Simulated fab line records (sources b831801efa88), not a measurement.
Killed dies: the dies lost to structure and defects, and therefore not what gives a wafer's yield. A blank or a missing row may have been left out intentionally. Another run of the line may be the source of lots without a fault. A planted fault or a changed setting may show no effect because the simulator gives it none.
fab line records	flow sky130
record: lots: 6	wafers: 18	last_day: 49
route steps=708 shown METAL1@455 VIA1@458 PAD_OPEN@708
lots untouched by any fault: they come from a run of this same line in which no faults occurred
start_h: the number of hours between the record's first day and the start of the first shown wafer of the lot	wait_h: hours since the lot's step before	" the same as in the row above	L1.1+2: a row that stands for several wafers	- either no value or no given start	* or withheld: withheld	< > ~ a bound
route shown NAME@n: names a module that has steps shown in the file, with the first one's number in the route	usual: mean/standard deviation taken from wafers without a fault	same: alike in all rows	chamber/n: place in a boat	sites: per-site readings	_std_site: standard deviation of those values	_edge_site: the outer-site mean with the inner-site mean subtracted	radius_mm: for every site, how far away it sits from the centre of the wafer	mask NAME#n: copy n	behind: the tool/chamber that last shaped the wafer	hold: the reason the lot was held/the length of the hold in hours/how it ended	device: whichever transistor did not switch (one of n, p or np)	end of line: the route-end tests of the same wafers	where a step has no rows: the recipe by itself	killed: not the wafer's yield, but the dies lost to structure and defects at the first sort	map: per-die view of a wafer (x killed, . not killed, _ where there is no die)
set.NAME: the setting the step ran with; set.NAME@STEP: the setting that earlier step ran with	model.NAME: the simulator's own value behind a step, which no gauge read
lots seen at some steps along the route; tables by step, rows by wafer
services: when a tool's chamber went out of use (start_h, in hours from the record's first day, below 0 if earlier), for how many hours, and the reason
== steps ==
step: SKY_METAL1_STRIP_21
recipe: chemistry: post_etch_residue_remover	time_s: 1200	temp_c: 72.5
step: SKY_METAL1_CLEAN_22
recipe: chemistry: IPA	time_s: 180	temp_c: 25
step: SKY_METAL1_CLEAN_23
recipe: chemistry: O3/DIW	dry: n2_spin
step: SKY_VIA1_HDPCVD_00
recipe: material: SiO2	target_thk_nm: 1030	sigma_open_frac: 0.3	time_s: 171.7	temp_c: 400	sih4_flow_sccm: 60	pressure_mtorr: 6
step: SKY_VIA1_THK_MEAS_01
recipe: reads: SiO2_of_VIA1_HDPCVD_00
usual: VIA1_HDPCVD_THK: 1022/9.9
lot.wafer	tool	chamber	start_h	wait_h	VIA1_HDPCVD_THK[nm]
L639.2	film_metro-02	-	770.64	0.1	1020
L639.4	"	-	"	"	1022
L639.5	"	-	"	"	1027
L640.1	film_metro-02	-	781.53	0.1	1016
L640.2	"	-	"	"	1030
L640.4	"	-	"	"	1020
L650.1	film_metro-04	-	856.78	0.1	1016
L650.2	"	-	"	"	1010
L650.4	"	-	"	"	1015
L651.2	film_metro-02	-	861.17	0.1	1011
L651.3	"	-	"	"	1015
L651.4	"	-	"	"	1015
L652.1	film_metro-03	-	867.05	0.1	1021
L652.3	"	-	"	"	1042
L652.4	"	-	"	"	1045
L657.1	film_metro-03	-	906.19	0.1	1025
L657.3	"	-	"	"	1021
L657.4	"	-	"	"	1025
step: SKY_VIA1_CMP_02
recipe: material: SiO2	down_force_psi: 4	platen_rpm: 60	pad_velocity_m_s: 0.94248
usual: motor_current_A: 11.9/0.5	slurry_flow_ml_min: 150.0/0.49
lot.wafer	tool	chamber	start_h	wait_h	motor_current_A	slurry_flow_ml_min
L639.4	cmp-01	2	770.76	0.1	12.0	149.4
L639.2	"	0	"	"	11.5	149.3
L639.5	"	2	"	"	11.5	149.5
L640.1	cmp-01	2	781.59	0.1	11.5	149.6
L640.2	"	3	"	"	12.4	149.8
L640.4	"	1	"	"	12.7	149.6
L650.4	cmp-02	0	856.84	0.0	11.3	149.2
L650.1	"	1	"	"	11.7	149.3
L650.2	"	2	"	"	11.7	149.9
L651.4	cmp-02	3	861.22	0.0	11.7	150.3
L651.2	"	0	"	"	12.1	150.4
L651.3	"	1	"	"	11.3	150.8
L652.1	cmp-01	1	867.11	0.1	12.7	150.0
L652.3	"	3	"	"	12.5	150.7
L652.4	"	0	"	"	11.6	150.4
L657.4	cmp-01	1	906.37	0.1	12.3	150.2
L657.1	"	3	"	"	12.9	148.8
L657.3	"	0	"	"	12.5	149.7
step: SKY_VIA1_BOW_MEAS_03
recipe: mode: bow
usual: VIA1_BOW: 81/7.3
lot.wafer	tool	chamber	start_h	wait_h	VIA1_BOW[um]
L639.2	film_metro-04	-	771.08	0.2	88
L639.4	"	-	"	"	84
L639.5	"	-	"	"	82
L640.1	film_metro-02	-	781.89	0.2	93
L640.2	"	-	"	"	78
L640.4	"	-	"	"	84
L650.1	film_metro-02	-	857.14	0.2	86
L650.2	"	-	"	"	91
L650.4	"	-	"	"	79
L651.2	film_metro-04	-	861.54	0.2	95
L651.3	"	-	"	"	77
L651.4	"	-	"	"	80
L652.1	film_metro-02	-	867.41	0.2	86
L652.3	"	-	"	"	76
L652.4	"	-	"	"	75
L657.1	film_metro-02	-	906.67	0.1	92
L657.3	"	-	"	"	86
L657.4	"	-	"	"	88
step: SKY_VIA1_DEHYDRATE_04
recipe: temp_c: 200	time_s: 60
step: SKY_VIA1_HMDS_05
recipe: prime_time_s: 60	prime_temp_c: 120
step: SKY_VIA1_COAT_06
recipe: resist: BARC	temp_c: withheld	time_s: withheld	spin_rpm: 3000	resist_thk_nm: 60
step: SKY_VIA1_COAT_07
recipe: resist: KrF-thick	spin_rpm: 3000	resist_thk_nm: 450
step: SKY_VIA1_SOFTBAKE_08
recipe: temp_c: 100	time_s: 90	resist: KrF-thick
step: SKY_VIA1_EXPOSE_09
recipe: mask_id: VIM	na: 0.8	source_shape: annular	sigma_inner: 0.55	sigma_outer: 0.85	target_cd_nm: 150	dose_mj: 38
usual: focus_offset_nm: 0.0/0.52
same: na: 0.8	sigma_outer: 0.85
lot.wafer	tool	chamber	start_h	wait_h	mask	focus_offset_nm	model.VIA1.overlay_x_nm
L639.2	krf_scanner-01	0	784.40	-	VIM#0	-0.7	-2.013
L639.4	"	0	"	"	VIM#0	0.1	-2.013
L639.5	"	0	"	"	VIM#0	0.4	-2.013
L640.1	krf_scanner-02	0	795.60	-	VIM#0	0.3	-3.311
L640.2	"	0	"	"	VIM#0	0.1	-3.311
L640.4	"	0	"	"	VIM#0	1.1	-3.311
L650.1	krf_scanner-01	0	870.30	-	VIM#0	0.5	16.44
L650.2	"	0	"	"	VIM#0	-0.2	16.44
L650.4	"	0	"	"	VIM#0	0.2	16.44
L651.2	krf_scanner-01	0	874.44	-	VIM#0	0.1	18.51
L651.3	"	0	"	"	VIM#0	0.7	18.51
L651.4	"	0	"	"	VIM#0	0.1	18.51
L652.1	krf_scanner-02	0	880.63	-	VIM#0	-0.1	-2.185
L652.3	"	0	"	"	VIM#0	-0.3	-2.185
L652.4	"	0	"	"	VIM#0	-0.1	-2.185
L657.1	krf_scanner-02	0	919.72	-	VIM#0	0.1	3.751
L657.3	"	0	"	"	VIM#0	1.0	3.751
L657.4	"	0	"	"	VIM#0	0.3	3.751
step: SKY_VIA1_PEB_10
recipe: peb_temp_c: withheld	peb_time_s: withheld	resist: KrF-thick
step: SKY_VIA1_DEVELOP_11
recipe: develop_time_s: 60	resist: KrF-thick	dev_temp_c: 21
step: SKY_VIA1_CD_MEAS_12
recipe: target_cd_nm: 150
usual: cd_nm: 149.8/1.3
lot.wafer	tool	chamber	start_h	wait_h	cd_nm
L639.2	cd_sem-01	-	797.28	-	151.2
L639.4	"	-	"	"	153.1
L639.5	"	-	"	"	150.8
L640.1	cd_sem-02	-	809.34	-	150.6
L640.2	"	-	"	"	150.5
L640.4	"	-	"	"	151.8
L650.1	cd_sem-01	-	883.29	-	150.5
L650.2	"	-	"	"	150.0
L650.4	"	-	"	"	149.4
L651.2	cd_sem-01	-	887.48	-	149.6
L651.3	"	-	"	"	148.8
L651.4	"	-	"	"	148.8
L652.1	cd_sem-01	-	893.72	-	151.0
L652.3	"	-	"	"	151.2
L652.4	"	-	"	"	150.7
L657.1	cd_sem-02	-	931.92	-	148.3
L657.3	"	-	"	"	148.5
L657.4	"	-	"	"	148.5
step: SKY_VIA1_OVL_MEAS_13
usual: VIA1_OVL: 0/5.8
lot.wafer	tool	chamber	start_h	wait_h	hold	VIA1_OVL[nm]
L639.2	overlay-01	-	797.38	0.1	-	1
L639.4	"	-	"	"	-	-8
L639.5	"	-	"	"	-	0
L640.1	overlay-01	-	809.46	0.1	-	-2
L640.2	"	-	"	"	-	9
L640.4	"	-	"	"	-	5
L650.1	overlay-01	-	883.41	0.1	await_dispo/0.2h/release	21
L650.2	"	-	"	"	await_dispo/0.2h/release	15
L650.4	"	-	"	"	await_dispo/0.2h/release	11
L650.1	overlay-01	-	883.61	0.2	-	21
L650.2	"	-	"	"	-	18
L650.4	"	-	"	"	-	14
L651.2	overlay-02	-	887.59	0.1	await_dispo/0.2h/release	19
L651.3	"	-	"	"	await_dispo/0.2h/release	12
L651.4	"	-	"	"	await_dispo/0.2h/release	20
L651.2	overlay-02	-	887.79	0.2	-	19
L651.3	"	-	"	"	-	16
L651.4	"	-	"	"	-	21
L652.1	overlay-01	-	893.84	0.1	-	-3
L652.3	"	-	"	"	-	-12
L652.4	"	-	"	"	-	1
L657.1	overlay-01	-	932.04	0.1	-	8
L657.3	"	-	"	"	-	8
L657.4	"	-	"	"	-	1
step: SKY_VIA1_ETCH_14
recipe: chemistry: N2/H2	target: BARC	ion_energy_ev: 200	source_w: 500	bias_w: 100	pressure_mtorr: 30	n2_flow_sccm: 100	h2_flow_sccm: 200	stop_on: SiO2	time_s: 45.9	target_depth_a: 600
usual: drypump_motor_current_A: 5.8/0.35	oes_product_au: 0.855/0.0048	throttle_valve_pct: 13.224/0.0091
lot.wafer	tool	chamber	start_h	wait_h	hold	drypump_motor_current_A	oes_product_au	rf_hours_counter_h	throttle_valve_pct
L639.2	rie_diel-02	2	797.41	0.0	-	5.9	0.856	5	13.241
L639.4	"	3	"	"	-	6.1	0.853	2	13.216
L639.5	"	0	"	"	-	5.9	0.864	-	13.222
L640.1	rie_diel-02	1	809.49	0.0	-	5.0	0.859	13	13.227
L640.2	"	0	"	"	-	5.9	0.844	19	13.222
L640.4	"	2	"	"	-	5.9	0.854	-	13.233
L651.2	rie_diel-02	2	890.51	2.7	await_dispo/2.7h/release	5.8	0.856	8	13.231
L651.3	"	1	"	"	await_dispo/2.7h/release	5.1	0.857	15	13.227
L651.4	"	3	"	"	await_dispo/2.7h/release	6.1	0.866	-	13.223
L652.1	rie_diel-01	2	893.88	0.0	-	5.9	0.857	7	13.217
L652.3	"	0	"	"	-	6.4	0.867	-	13.224
L652.4	"	2	"	"	-	5.9	0.857	-	13.218
L650.1	rie_diel-02	2	894.86	11.2	await_dispo/11.2h/release	5.8	0.855	8	13.215
L650.2	"	1	"	"	await_dispo/11.2h/release	5.0	0.854	15	13.230
L650.4	"	1	"	"	await_dispo/11.2h/release	5.1	0.856	-	13.213
L657.1	rie_diel-01	3	932.08	0.0	-	5.8	0.859	21	13.218
L657.3	"	0	"	"	-	6.4	0.861	25	13.212
L657.4	"	2	"	"	-	5.9	0.857	8	13.213
step: SKY_PAD_OPEN_PROBE_99
usual: defect_limited_yield: 82.6/1.8	killed_at_M0_to_M3: 43/6.6	killed_at_M4_up: 3.4/1.8	killed_at_contacts: 24/4.9	killed_at_front_end: 15/4.1	killed_at_other: 0.3/0.55	killed_dies: 85/8.8	killed_open: 46/6.1	killed_short: 39/5.7	sort_bin_3_pad_short: 0.9/0.41	sort_bin_5_function: 10.1/1.5	sort_bin_6_memory: 6.4/1	sort_n_pass: 407/8.8	sort_yield_pct: 82.6/1.8
same: gross_dies: 492	killed_at_back_side: 0	sort_bin_4_leakage[%]: 0	sort_bin_8_speed[%]: 0
lot.wafer	tool	chamber	start_h	wait_h	defect_limited_yield[%]	killed_at_M0_to_M3	killed_at_M4_up	killed_at_contacts	killed_at_front_end	killed_at_other	killed_dies	killed_open	killed_short	sort_bin_3_pad_short[%]	sort_bin_5_function[%]	sort_bin_6_memory[%]	sort_n_pass	sort_yield_pct[%]
L639.2	prober-02	-	1081.48	0.1	80.7	42	1	26	26	0	95	56	39	1.2	12.0	6.1	397	80.7
L639.4	prober-02	-	1081.58	0.2	79.1	46	2	25	29	1	103	60	43	1.0	13.6	6.3	389	79.1
L639.5	prober-02	-	1081.63	0.2	78.7	50	3	37	15	0	105	60	45	1.0	12.8	7.5	387	78.7
L640.1	prober-01	-	1093.30	0.1	79.5	52	7	28	14	0	101	57	44	1.4	11.6	7.5	391	79.5
L640.2	prober-01	-	1093.35	0.1	81.9	35	3	33	17	1	89	47	41	1.2	12.2	4.7	403	81.9
L640.4	prober-01	-	1093.45	0.2	81.1	45	5	31	12	0	93	41	52	1.0	10.6	7.3	399	81.1
L650.1	prober-01	-	1145.70	0.1	80.7	46	1	30	18	0	95	49	45	1.2	12.2	5.9	397	80.7
L651.2	prober-02	-	1149.46	0.1	83.1	35	3	31	14	0	83	49	34	0.4	9.3	7.1	409	83.1
L651.3	prober-02	-	1149.51	0.2	82.7	45	2	19	19	0	85	45	40	0.8	9.1	7.3	407	82.7
L651.4	prober-02	-	1149.56	0.2	83.3	51	1	17	13	0	82	46	36	0.4	9.1	7.1	410	83.3
L657.1	prober-02	-	1182.01	0.1	79.9	47	5	24	23	0	99	61	37	0.6	11.6	7.9	393	79.9
L657.3	prober-02	-	1182.11	0.2	83.9	39	2	27	11	0	79	43	35	0.8	10.4	4.9	413	83.9
L657.4	prober-02	-	1182.16	0.2	81.3	50	1	27	14	0	92	50	41	1.4	10.6	6.7	400	81.3
killed by level:class
L639.2 VIA1:geometric_particle:open=14 LI_CONTACT:geometric_particle:open=10 CONTACT:geometric_particle:open=9 VIA3:geometric_particle:open=9 FIELD_ISO:geometric_particle:short=6 FIELD_ISO:geometric_particle:open=6 POLY_GATE:geometric_particle:short=6 POLY_GATE:geometric_particle:open=4
L639.4 VIA1:geometric_particle:open=12 CONTACT:geometric_particle:open=11 FIELD_ISO:geometric_particle:open=8 VIA3:geometric_particle:open=8 CONTACT:geometric_particle:short=7 POLY_GATE:geometric_particle:short=7 METAL1:geometric_particle:short=6 METAL2:geometric_particle:short=6
L639.5 CONTACT:geometric_particle:open=17 VIA1:geometric_particle:open=16 VIA2:geometric_particle:open=8 CONTACT:geometric_particle:short=7 VIA3:geometric_particle:short=5 LI_CONTACT:geometric_particle:short=5 LI_CONTACT:geometric_particle:open=5 VIA1:geometric_particle:short=5
L640.1 CONTACT:geometric_particle:open=16 METAL2:geometric_particle:short=12 VIA1:geometric_particle:open=9 VIA2:geometric_particle:open=8 VIA1:geometric_particle:short=7 VIA3:geometric_particle:open=7 LI_CONTACT:geometric_particle:open=6 FIELD_ISO:geometric_particle:short=4
L640.2 VIA1:geometric_particle:open=10 CONTACT:geometric_particle:open=9 LI_CONTACT:geometric_particle:open=7 LOCAL_INTERCONNECT:geometric_particle:short=6 CONTACT:geometric_particle:short=5 VIA3:geometric_particle:open=5 FIELD_ISO:geometric_particle:short=4 LI_CONTACT:geometric_particle:short=4
L640.4 CONTACT:geometric_particle:open=10 METAL1:geometric_particle:short=7 VIA2:geometric_particle:short=7 LI_CONTACT:geometric_particle:short=6 LI_CONTACT:geometric_particle:open=6 CONTACT:geometric_particle:short=6 VIA1:geometric_particle:open=6 POLY_GATE:geometric_particle:short=5
L650.1 VIA1:geometric_particle:open=13 CONTACT:geometric_particle:open=11 LOCAL_INTERCONNECT:geometric_particle:short=8 METAL1:geometric_particle:short=7 VIA2:geometric_particle:open=7 LI_CONTACT:geometric_particle:open=6 VIA3:geometric_particle:open=5 FIELD_ISO:geometric_particle:short=4
L651.2 VIA1:geometric_particle:open=12 CONTACT:geometric_particle:open=11 LI_CONTACT:geometric_particle:open=8 LOCAL_INTERCONNECT:geometric_particle:short=8 VIA2:geometric_particle:open=6 METAL1:geometric_particle:short=5 VIA3:geometric_particle:open=5 FIELD_ISO:geometric_particle:open=3
L651.3 VIA1:geometric_particle:open=13 METAL1:geometric_particle:short=7 FIELD_ISO:geometric_particle:open=6 LOCAL_INTERCONNECT:geometric_particle:short=6 VIA3:geometric_particle:short=5 VIA2:geometric_particle:open=5 CONTACT:geometric_particle:open=5 VIA3:geometric_particle:open=5
L651.4 VIA1:geometric_particle:open=16 VIA2:geometric_particle:open=9 METAL2:geometric_particle:short=9 METAL1:geometric_particle:short=6 CONTACT:geometric_particle:open=5 LI_CONTACT:geometric_particle:open=5 VIA3:geometric_particle:open=5 FIELD_ISO:geometric_particle:short=4
L657.1 CONTACT:geometric_particle:open=11 VIA3:geometric_particle:open=9 VIA2:geometric_particle:open=8 POLY_GATE:geometric_particle:open=6 LI_CONTACT:geometric_particle:open=6 METAL1:geometric_particle:short=6 VIA1:geometric_particle:open=6 METAL4:geometric_particle:short=5
L657.3 VIA1:geometric_particle:open=15 CONTACT:geometric_particle:open=9 LOCAL_INTERCONNECT:geometric_particle:short=5 METAL2:geometric_particle:short=5 VIA1:geometric_particle:short=4 POLY_GATE:geometric_particle:short=4 LI_CONTACT:geometric_particle:short=4 METAL1:geometric_particle:short=4
L657.4 CONTACT:geometric_particle:open=13 METAL1:geometric_particle:short=8 VIA1:geometric_particle:open=7 VIA2:geometric_particle:short=7 VIA2:geometric_particle:open=6 LOCAL_INTERCONNECT:geometric_particle:short=5 METAL1:geometric_particle:open=5 VIA1:geometric_particle:short=5
== services ==
tool	chamber	start_h	hours	kind
cmp-02	-	750.09	2.5	repair
cmp-02	-	767.74	3.1	repair
krf_scanner-02	-	769.72	0.8	pm
rie_diel-01	3	770.56	132.0	repair
rie_diel-01	0	787.04	3.8	repair
krf_scanner-02	-	797.84	1.3	pm
krf_scanner-02	-	799.61	2.2	repair
krf_scanner-01	-	803.50	1.3	pm
krf_scanner-01	-	805.62	0.8	pm
rie_diel-02	3	808.87	12.1	repair
cmp-02	-	811.79	1.1	repair
krf_scanner-02	-	835.05	1.0	pm
cmp-01	-	859.46	7.1	pm
krf_scanner-01	-	861.81	0.7	repair
krf_scanner-02	-	863.48	7.2	pm
krf_scanner-01	-	870.68	1.0	pm
cmp-01	-	875.06	2.2	repair
rie_diel-02	-	877.44	2.8	pm
rie_diel-02	0	882.00	2.7	repair
krf_scanner-01	-	885.85	0.5	repair
cmp-01	-	887.08	1.1	repair
krf_scanner-02	-	896.60	4.0	pm
cmp-01	-	911.38	8.2	repair
cmp-01	-	919.58	4.0	pm
== key ==
first_sign: step: SKY_VIA1_OVL_MEAS_13	reading: visit	direction: added
effect: step: SKY_VIA1_OVL_MEAS_13	reading: VIA1_OVL	direction: up	sigmas: 2.9	usual: 0	struck: 16
model_effect: step: SKY_VIA1_EXPOSE_09	value: VIA1.overlay_x_nm	without: -1.728	struck: 17.48
met_at SKY_VIA1_EXPOSE_09
struck_wafers L650.1,L650.2,L650.4,L651.2,L651.3,L651.4
onset_between 784.40 870.30
also_fits SKY_VIA1_CMP_02:cmp-02
fault: kind: scanner_matching_overlay	tool: krf_scanner-01	chamber: -	onset_h: 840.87	steps: SKY_VIA1_EXPOSE_09	offset: 19.205
